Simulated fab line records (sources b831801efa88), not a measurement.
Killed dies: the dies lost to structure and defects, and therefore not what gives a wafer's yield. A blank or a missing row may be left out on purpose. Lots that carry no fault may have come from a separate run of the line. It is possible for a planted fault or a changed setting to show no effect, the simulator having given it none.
Which tool was responsible? :: flow sfq line :: 42 wafers from 14 lots sampled at 4 of the route's 325 steps

== WHAT THE GAUGES SHOWED, per wafer ==
SFQ_I6_BOW_MEAS_941.
lot: L116
measured: day 58 01:34
on: film metro-01
I6_BOW (um): -16 -21 -21

lot: L117
measured: day 58 05:55
on: film metro-03
I6_BOW (um): -15 2 3

lot: L118
measured: day 58 08:55
on: film metro-03
I6_BOW (um): 4 -6 8

lot: L121
measured: day 58 23:56
on: film metro-04
I6_BOW (um): 29 18 25

lot: L123
measured: day 59 13:19
on: film metro-03
I6_BOW (um): 19 14 16

lot: L124
measured: day 59 22:19
on: film metro-01
I6_BOW (um): 16 16 3

lot: L125
measured: day 60 10:53
on: film metro-03
I6_BOW (um): 3 -5 -5

lot: L126
measured: day 60 13:53
on: film metro-04
I6_BOW (um): 32 34 35

lot: L127
measured: day 60 16:53
on: film metro-01
I6_BOW (um): 27 7 6

lot: L130
measured: day 66 01:37
on: film metro-03
I6_BOW (um): 3 5 14

lot: L134
measured: day 73 13:04
on: film metro-04
I6_BOW (um): 10 14 9

lot: L137
measured: day 73 21:14
on: film metro-01
I6_BOW (um): 4 -8 -1

lot: L138
measured: day 74 00:14
on: film metro-04
I6_BOW (um): -4 -17 -7

lot: L139
measured: day 74 01:05
on: film metro-01
I6_BOW (um): -8 -13 -15

== TOOL THAT RAN EACH LOT (tool first, then ch and the chambers of the sampled wafers, then the start) ==
lot: L116
SFQ_TRILAYER_C5_STRIP_STRIP_155: rie metal-03 ch 0,1, day 52 12:13
SFQ_TRILAYER_M6_DEP_SPUTTER_157: pvd sputter-06, day 52 13:14
SFQ_TRILAYER_I6_CMP_CMP_166: cmp-02 ch 0,2,3, day 57 23:02

lot: L117
SFQ_TRILAYER_C5_STRIP_STRIP_155: rie metal-03 ch 0,1, day 52 16:05
SFQ_TRILAYER_M6_DEP_SPUTTER_157: pvd sputter-05, day 52 16:49
SFQ_TRILAYER_I6_CMP_CMP_166: cmp-01 ch 0,1,2, day 58 03:22

lot: L118
SFQ_TRILAYER_C5_STRIP_STRIP_155: rie metal-02 ch 0,1, day 52 17:13
SFQ_TRILAYER_M6_DEP_SPUTTER_157: pvd sputter-06, day 52 17:49
SFQ_TRILAYER_I6_CMP_CMP_166: cmp-01 ch 1,3, day 58 06:22

lot: L121
SFQ_TRILAYER_C5_STRIP_STRIP_155: rie metal-03 ch 0,1, day 53 00:41
SFQ_TRILAYER_M6_DEP_SPUTTER_157: pvd sputter-05, day 53 01:26
SFQ_TRILAYER_I6_CMP_CMP_166: cmp-01 ch 0,2,3, day 58 22:22

lot: L123
SFQ_TRILAYER_C5_STRIP_STRIP_155: rie metal-01 ch 0, day 53 08:37
SFQ_TRILAYER_M6_DEP_SPUTTER_157: pvd sputter-03, day 53 10:02
SFQ_TRILAYER_I6_CMP_CMP_166: cmp-02 ch 0,1,3, day 59 10:19

lot: L124
SFQ_TRILAYER_C5_STRIP_STRIP_155: rie metal-03 ch 0,1, day 53 13:44
SFQ_TRILAYER_M6_DEP_SPUTTER_157: pvd sputter-06, day 53 14:45
SFQ_TRILAYER_I6_CMP_CMP_166: cmp-02 ch 0,1,3, day 59 19:49

lot: L125
SFQ_TRILAYER_C5_STRIP_STRIP_155: rie metal-01 ch 0,1, day 53 21:05
SFQ_TRILAYER_M6_DEP_SPUTTER_157: pvd sputter-06, day 53 21:53
SFQ_TRILAYER_I6_CMP_CMP_166: cmp-02 ch 0,1,2, day 60 08:23

lot: L126
SFQ_TRILAYER_C5_STRIP_STRIP_155: rie metal-03 ch 0,1, day 53 23:17
SFQ_TRILAYER_M6_DEP_SPUTTER_157: pvd sputter-03, day 54 00:05
SFQ_TRILAYER_I6_CMP_CMP_166: cmp-02 ch 0,1,3, day 60 10:53

lot: L127
SFQ_TRILAYER_C5_STRIP_STRIP_155: rie metal-03 ch 0,1, day 55 07:49
SFQ_TRILAYER_M6_DEP_SPUTTER_157: pvd sputter-03, day 55 08:38
SFQ_TRILAYER_I6_CMP_CMP_166: cmp-02 ch 0,3, day 60 14:23

lot: L130
SFQ_TRILAYER_C5_STRIP_STRIP_155: rie metal-02 ch 0,1, day 65 14:37
SFQ_TRILAYER_M6_DEP_SPUTTER_157: pvd sputter-03, day 65 15:26
SFQ_TRILAYER_I6_CMP_CMP_166: cmp-01 ch 0,2, day 65 22:37

lot: L134
SFQ_TRILAYER_C5_STRIP_STRIP_155: rie metal-03 ch 1, day 69 23:24
SFQ_TRILAYER_M6_DEP_SPUTTER_157: pvd sputter-06, day 70 00:12
SFQ_TRILAYER_I6_CMP_CMP_166: cmp-01 ch 2,3, day 73 10:34

lot: L137
SFQ_TRILAYER_C5_STRIP_STRIP_155: rie metal-02 ch 0,1, day 70 06:36
SFQ_TRILAYER_M6_DEP_SPUTTER_157: pvd sputter-05, day 70 07:24
SFQ_TRILAYER_I6_CMP_CMP_166: cmp-02 ch 0,2,3, day 73 18:44

lot: L138
SFQ_TRILAYER_C5_STRIP_STRIP_155: rie metal-03 ch 1, day 70 07:48
SFQ_TRILAYER_M6_DEP_SPUTTER_157: pvd sputter-06, day 70 09:12
SFQ_TRILAYER_I6_CMP_CMP_166: cmp-02 ch 0,1,2, day 73 21:14

lot: L139
SFQ_TRILAYER_C5_STRIP_STRIP_155: rie metal-01 ch 0,1, day 70 09:00
SFQ_TRILAYER_M6_DEP_SPUTTER_157: pvd sputter-03, day 70 09:48
SFQ_TRILAYER_I6_CMP_CMP_166: cmp-01 ch 0,1, day 73 22:34
- SFQ_TRILAYER_C5_STRIP_STRIP_155: strips in O2.
- SFQ_TRILAYER_M6_DEP_SPUTTER_157: material Nb, target thk 200 nm, time 133.3 s.
- SFQ_TRILAYER_I6_CMP_CMP_166: polishes SiO2.

== AS READ BY THE TOOLS THEMSELVES (means over the sampled wafers that have a number; for cases with no such wafer, the mark the record gives instead) ==
SFQ_TRILAYER_C5_STRIP_STRIP_155.
lot: L116
tool: rie metal-03
drypump motor current A (A): 5.8
oes product au (a.u.): 1.004

lot: L117
tool: rie metal-03
drypump motor current A (A): 5.8
oes product au (a.u.): 1.003

lot: L118
tool: rie metal-02
drypump motor current A (A): 5.6
oes product au (a.u.): 1.009

lot: L121
tool: rie metal-03
drypump motor current A (A): 5.8
oes product au (a.u.): 0.996

lot: L123
tool: rie metal-01
drypump motor current A (A): 5.8
oes product au (a.u.): 1.005

lot: L124
tool: rie metal-03
drypump motor current A (A): 6.1
oes product au (a.u.): 1.006

lot: L125
tool: rie metal-01
drypump motor current A (A): 5.8
oes product au (a.u.): 0.997

lot: L126
tool: rie metal-03
drypump motor current A (A): 5.8
oes product au (a.u.): 0.997

lot: L127
tool: rie metal-03
drypump motor current A (A): 6.1
oes product au (a.u.): 0.995

lot: L130
tool: rie metal-02
drypump motor current A (A): 6.1
oes product au (a.u.): 1.019

lot: L134
tool: rie metal-03
drypump motor current A (A): 6.3
oes product au (a.u.): 1.011

lot: L137
tool: rie metal-02
drypump motor current A (A): 5.6
oes product au (a.u.): 1.007

lot: L138
tool: rie metal-03
drypump motor current A (A): 6.3
oes product au (a.u.): 1.016

lot: L139
tool: rie metal-01
drypump motor current A (A): 5.7
oes product au (a.u.): 0.996

SFQ_TRILAYER_M6_DEP_SPUTTER_157.
lot: L116
tool: pvd sputter-06
throttle valve pct (%): 29.7

lot: L117
tool: pvd sputter-05
throttle valve pct (%): 30.7

lot: L118
tool: pvd sputter-06
throttle valve pct (%): 28.9

lot: L121
tool: pvd sputter-05
throttle valve pct (%): 29.6

lot: L123
tool: pvd sputter-03
throttle valve pct (%): 30.3

lot: L124
tool: pvd sputter-06
throttle valve pct (%): 29.5

lot: L125
tool: pvd sputter-06
throttle valve pct (%): 28.9

lot: L126
tool: pvd sputter-03
throttle valve pct (%): 29.4

lot: L127
tool: pvd sputter-03
throttle valve pct (%): 28.9

lot: L130
tool: pvd sputter-03
throttle valve pct (%): 28.9

lot: L134
tool: pvd sputter-06
throttle valve pct (%): 29.6

lot: L137
tool: pvd sputter-05
throttle valve pct (%): 30.8

lot: L138
tool: pvd sputter-06
throttle valve pct (%): 29.6

lot: L139
tool: pvd sputter-03
throttle valve pct (%): 28.8

SFQ_TRILAYER_I6_CMP_CMP_166.
lot: L116
tool: cmp-02
motor current A (A): 10.0
time to endpoint s (s): 209

lot: L117
tool: cmp-01
motor current A (A): 10.8
time to endpoint s (s): 216

lot: L118
tool: cmp-01
motor current A (A): 11.4
time to endpoint s (s): 214

lot: L121
tool: cmp-01
motor current A (A): 10.8
time to endpoint s (s): 219

lot: L123
tool: cmp-02
motor current A (A): 10.0
time to endpoint s (s): 222

lot: L124
tool: cmp-02
motor current A (A): 9.8
time to endpoint s (s): 211

lot: L125
tool: cmp-02
motor current A (A): 9.6
time to endpoint s (s): 216

lot: L126
tool: cmp-02
motor current A (A): 10.0
time to endpoint s (s): 279

lot: L127
tool: cmp-02
motor current A (A): 10.5
time to endpoint s (s): 283

lot: L130
tool: cmp-01
motor current A (A): 10.5
time to endpoint s (s): 209

lot: L134
tool: cmp-01
motor current A (A): 10.3
time to endpoint s (s): 203

lot: L137
tool: cmp-02
motor current A (A): 10.1
time to endpoint s (s): 214

lot: L138
tool: cmp-02
motor current A (A): 10.1
time to endpoint s (s): 222

lot: L139
tool: cmp-01
motor current A (A): 11.2
time to endpoint s (s): 223

== THE ANSWER, worked out from the rows above alone ==
Rule: the usual values come from the lots themselves. Put in order of their means at a reading, lots are off if they are a third of the lots or fewer, leave a main group of 4 or more, and stand apart from it by a gap of 3 or more times the standard deviation of the main group's means; of several such gaps the widest counts. A main group is skipped when, at the precision printed for the reading in the tables above, its means are all equal. A lot without any number at a reading at which 4 lots or more have one is off too. The other lots that the step has rows for count as sound. First the gauges in route order, then the tools' own readings, where a lot's mean is used as printed above. At the first step where some lot is off, the reading lying furthest off is the one used; lots without a number count as furthest.
Off: L126, L127, at SFQ_TRILAYER_I6_CMP_CMP_166 (time to endpoint s). The main group: mean 215 s, standard deviation 5.9.
A tool fits if, at that step or a process step before it, it ran every lot that is off, and no sound lot after the first of them. No candidate that was tried fits.

== WHAT THE SIMULATOR HAD PUT IN ==
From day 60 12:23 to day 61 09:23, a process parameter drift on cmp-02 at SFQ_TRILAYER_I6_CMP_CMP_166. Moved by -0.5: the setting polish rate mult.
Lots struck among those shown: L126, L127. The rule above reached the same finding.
